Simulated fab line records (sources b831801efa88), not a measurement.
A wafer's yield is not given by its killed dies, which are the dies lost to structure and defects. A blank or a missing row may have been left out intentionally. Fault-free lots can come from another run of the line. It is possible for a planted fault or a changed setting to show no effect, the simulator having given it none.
Which tool is to blame?	flow sfq line	13 lots, 39 wafers sampled, at 6 steps of a route of 325

== WHAT EACH GAUGE READ, for each wafer ==
Not one reading of a measure or inspect step in the record can be checked against a usual standard deviation.

== WHAT TOOL EACH LOT RAN ON (gives the tool, then ch and the chambers of the sampled wafers, and finally the start) ==
lot	SFQ_TRILAYER_I0_CMP_CMP_028	SFQ_TRILAYER_I0_METRO_MEASURE_029	SFQ_TRILAYER_I0_VIA_ETCH_VIA_ETCH_034	SFQ_TRILAYER_M1_STRIP_STRIP_043	SFQ_TRILAYER_M3_STRIP_STRIP_079	SFQ_TRILAYER_I7_VIA_LITHO_PEB_190
L455	cmp-01 ch 1,2,3, day 7 20:47	film metro-04, day 7 23:55	rie diel-02 ch 0,1,3, day 12 09:40	rie metal-02 ch 0,1, day 17 10:14	rie metal-03 ch 0,1, day 37 05:56	litho track-02 ch 0, day 77 04:29
L454	cmp-02 ch 0,2, day 7 20:59	film metro-02, day 7 23:48	rie diel-01 ch 2,3, day 12 08:28	rie metal-04 ch 0,1, day 17 07:41	rie metal-02 ch 0, day 37 03:26	litho track-01 ch 0, day 77 03:19
L456	cmp-02 ch 1,2,3, day 8 01:46	film metro-04, day 8 04:53	rie diel-01 ch 0,1,2, day 12 16:52	rie metal-02 ch 0,1, day 17 15:02	rie metal-04 ch 0,1, day 37 15:16	litho track-01 ch 0, day 77 08:05
L458	cmp-02 ch 0,3, day 8 14:20	film metro-03, day 8 17:27	rie diel-01 ch 1,2,3, day 13 03:40	rie metal-02 ch 0,1, day 18 03:02	rie metal-02 ch 0,1, day 37 23:08	litho track-03 ch 0, day 77 17:22
L460	cmp-01 ch 1,3, day 9 02:49	film metro-04, day 9 05:38	rie diel-02 ch 0,2, day 13 18:58	rie metal-04 ch 0,1, day 18 19:56	rie metal-04 ch 0, day 39 02:44	litho track-01 ch 0, day 78 03:10
L461	cmp-01 ch 1,3, day 9 15:30	film metro-04, day 9 18:49	rie diel-01 ch 0,1,3, day 14 05:46	rie metal-03 ch 0,1, day 19 12:44	rie metal-02 ch 0,1, day 39 11:56	litho track-03 ch 0, day 78 12:01
L462	cmp-02 ch 0,1,3, day 9 23:24	film metro-02, day 10 02:31	rie diel-02 ch 0,1,3, day 14 15:14	rie metal-02 ch 0, day 20 00:52	rie metal-04 ch 0, day 40 07:01	litho track-02 ch 0, day 78 18:50
L463	cmp-02 ch 0,1, day 10 07:07	film metro-03, day 10 10:14	rie diel-02 ch 0,1,3, day 15 00:50	rie metal-04 ch 0,1, day 20 15:44	rie metal-04 ch 0,1, day 40 18:43	litho track-02 ch 0, day 79 21:44
L464	cmp-02 ch 0,1,2, day 10 19:02	film metro-03, day 10 20:39	rie diel-03 ch 0,1,3, day 15 19:33	rie metal-03 ch 0,1, day 21 12:16	rie metal-02 ch 0,1, day 42 00:16	litho track-03 ch 0, day 80 13:26
L466	cmp-01 ch 1,2,3, day 11 21:57	film metro-02, day 12 00:34	rie diel-03 ch 0,2,3, day 16 21:57	rie metal-03 ch 0,1, day 22 23:19	rie metal-04 ch 0,1, day 42 11:17	litho track-02 ch 0, day 83 08:01
L468	cmp-02 ch 0,1,3, day 12 13:17	film metro-04, day 12 15:37	rie diel-03 ch 0,1,3, day 17 09:57	rie metal-03 ch 0,1, day 23 14:55	rie metal-04 ch 0,1, day 42 22:05	litho track-01 ch 0, day 87 10:59
L476	cmp-01 ch 1,2,3, day 14 18:12	film metro-03, day 14 20:31	rie diel-01 ch 2,3, day 17 19:33	rie metal-03 ch 0,1, day 24 12:31	rie metal-02 ch 0, day 44 04:20	litho track-01 ch 0, day 88 12:49
L477	cmp-02 ch 0,1,2, day 19 19:25	film metro-02, day 19 21:32	rie diel-03 ch 0,1,3, day 20 02:12	rie metal-02 ch 0,1, day 26 22:07	rie metal-03 ch 0,1, day 45 16:20	litho track-03 ch 0, day 88 23:35
- SFQ_TRILAYER_I0_CMP_CMP_028: polishes SiO2.
- SFQ_TRILAYER_I0_METRO_MEASURE_029
- SFQ_TRILAYER_I0_VIA_ETCH_VIA_ETCH_034: etches SiO2 in CHF3, stops on Nb, target depth 260 nm.
- SFQ_TRILAYER_M1_STRIP_STRIP_043: strips in O2.
- SFQ_TRILAYER_M3_STRIP_STRIP_079: strips in O2.
- SFQ_TRILAYER_I7_VIA_LITHO_PEB_190: peb time 60.96 s.

== AS READ BY THE TOOLS THEMSELVES (means over the sampled wafers that have a number; for cases with no such wafer, the mark the record gives instead) ==
SFQ_TRILAYER_I0_CMP_CMP_028. Usual: edge zone pressure frac 1.000, standard deviation 0.0044; motor current A 10.1 A, standard deviation 1.1; time to endpoint s 216 s, standard deviation 7.6.
lot	tool	edge zone pressure frac	motor current A (A)	time to endpoint s (s)	flag
L455	cmp-01	1.004	10.7	206	
L454	cmp-02	0.998	8.8	216	
L456	cmp-02	1.001	10.0	209	
L458	cmp-02	0.997	10.2	222	
L460	cmp-01	1.000	10.2	218	
L461	cmp-01	1.005	10.2	211	
L462	cmp-02	1.003	10.2	213	
L463	cmp-02	0.998	9.8	222	
L464	cmp-02	0.999	9.2	221	
L466	cmp-01	1.000	10.5	223	
L468	cmp-02	0.998	10.2	243	OFF
L476	cmp-01	1.001	11.1	220	
L477	cmp-02	1.001	9.4	216	

SFQ_TRILAYER_I0_METRO_MEASURE_029. Usual: thk nm 199.6 nm, standard deviation 1.2.
lot	tool	thk nm (nm)	flag
L455	film metro-04	200.1	
L454	film metro-02	198.5	
L456	film metro-04	198.3	
L458	film metro-03	199.8	
L460	film metro-04	199.1	
L461	film metro-04	198.7	
L462	film metro-02	200.3	
L463	film metro-03	201.6	
L464	film metro-03	200.0	
L466	film metro-02	200.9	
L468	film metro-04	235.6	OFF
L476	film metro-03	199.7	
L477	film metro-02	199.9	

SFQ_TRILAYER_I0_VIA_ETCH_VIA_ETCH_034. Usual: drypump motor current A 5.9 A, standard deviation 0.4; oes product au 0.853 a.u., standard deviation 0.0058.
lot	tool	drypump motor current A (A)	oes product au (a.u.)	flag
L455	rie diel-02	5.6	0.859	
L454	rie diel-01	6.0	0.852	
L456	rie diel-01	6.1	0.851	
L458	rie diel-01	6.0	0.854	
L460	rie diel-02	5.5	0.853	
L461	rie diel-01	6.2	0.847	
L462	rie diel-02	5.6	0.859	
L463	rie diel-02	5.6	0.858	
L464	rie diel-03	6.1	0.853	
L466	rie diel-03	5.9	0.858	
L468	rie diel-03	6.1	0.905	OFF
L476	rie diel-01	6.0	0.849	
L477	rie diel-03	6.1	0.850	

SFQ_TRILAYER_M1_STRIP_STRIP_043. Usual: drypump motor current A 5.4 A, standard deviation 0.51; oes product au 0.998 a.u., standard deviation 0.011.
lot	tool	drypump motor current A (A)	oes product au (a.u.)	flag
L455	rie metal-02	5.4	0.983	
L454	rie metal-04	5.3	0.999	
L456	rie metal-02	5.1	0.996	
L458	rie metal-02	5.4	0.991	
L460	rie metal-04	5.3	0.995	
L461	rie metal-03	5.8	1.017	
L462	rie metal-02	5.7	0.994	
L463	rie metal-04	5.1	1.000	
L464	rie metal-03	5.4	1.010	
L466	rie metal-03	5.4	1.002	
L468	rie metal-03	5.8	1.006	
L476	rie metal-03	5.8	1.008	
L477	rie metal-02	5.4	0.985	

SFQ_TRILAYER_M3_STRIP_STRIP_079. Usual: drypump motor current A 5.4 A, standard deviation 0.46; oes product au 0.995 a.u., standard deviation 0.0091.
lot	tool	drypump motor current A (A)	oes product au (a.u.)	flag
L455	rie metal-03	5.8	1.004	
L454	rie metal-02	5.7	0.987	
L456	rie metal-04	5.3	0.999	
L458	rie metal-02	5.1	0.987	
L460	rie metal-04	5.4	0.999	
L461	rie metal-02	5.1	0.995	
L462	rie metal-04	5.4	1.000	
L463	rie metal-04	5.1	1.002	
L464	rie metal-02	5.4	0.986	
L466	rie metal-04	5.1	0.998	
L468	rie metal-04	5.1	1.000	
L476	rie metal-02	5.7	0.985	
L477	rie metal-03	5.4	0.993	

SFQ_TRILAYER_I7_VIA_LITHO_PEB_190. Usual: exhaust pa 45.0 Pa, standard deviation 1; plate sensor t centre C 115.95 C, standard deviation 0.0097; plate sensor t edge C 116.08 C, standard deviation 0.011.
lot	tool	exhaust pa (Pa)	plate sensor t centre C (C)	plate sensor t edge C (C)	flag
L455	litho track-02	45.8	115.94	116.08	
L454	litho track-01	45.0	115.95	116.08	
L456	litho track-01	45.3	115.94	116.08	
L458	litho track-03	44.6	115.95	116.08	
L460	litho track-01	44.6	115.96	116.09	
L461	litho track-03	45.2	115.95	116.09	
L462	litho track-02	43.9	115.95	116.08	
L463	litho track-02	43.2	115.96	116.09	
L464	litho track-03	45.1	115.95	116.08	
L466	litho track-02	44.1	115.95	116.08	
L468	litho track-01	45.6	115.95	116.09	
L476	litho track-01	45.5	115.94	116.09	
L477	litho track-03	46.4	115.94	116.08	

== THE ANSWER, worked out from the rows above alone ==
Rule: take the mean of a lot's wafers that have a number; if it is more than 3 standard deviations from the usual mean, the lot is off. A lot without any number at a reading at which 4 lots or more have one is off too. Any other lot the step has rows for is counted as sound. After the gauges, taken in route order, come the tools' own readings; for these a lot's mean is taken, as printed above. At the first step where some lot is off, the reading lying furthest off is the one used; lots without a number count as furthest.
Off, at SFQ_TRILAYER_I0_CMP_CMP_028 on time to endpoint s: L468.
A tool fits if, at that step or a process step before it, it ran every lot that is off, and no sound lot after the first of them. Of those tried, none fits.

== WHAT THE SIMULATOR HAD INSERTED ==
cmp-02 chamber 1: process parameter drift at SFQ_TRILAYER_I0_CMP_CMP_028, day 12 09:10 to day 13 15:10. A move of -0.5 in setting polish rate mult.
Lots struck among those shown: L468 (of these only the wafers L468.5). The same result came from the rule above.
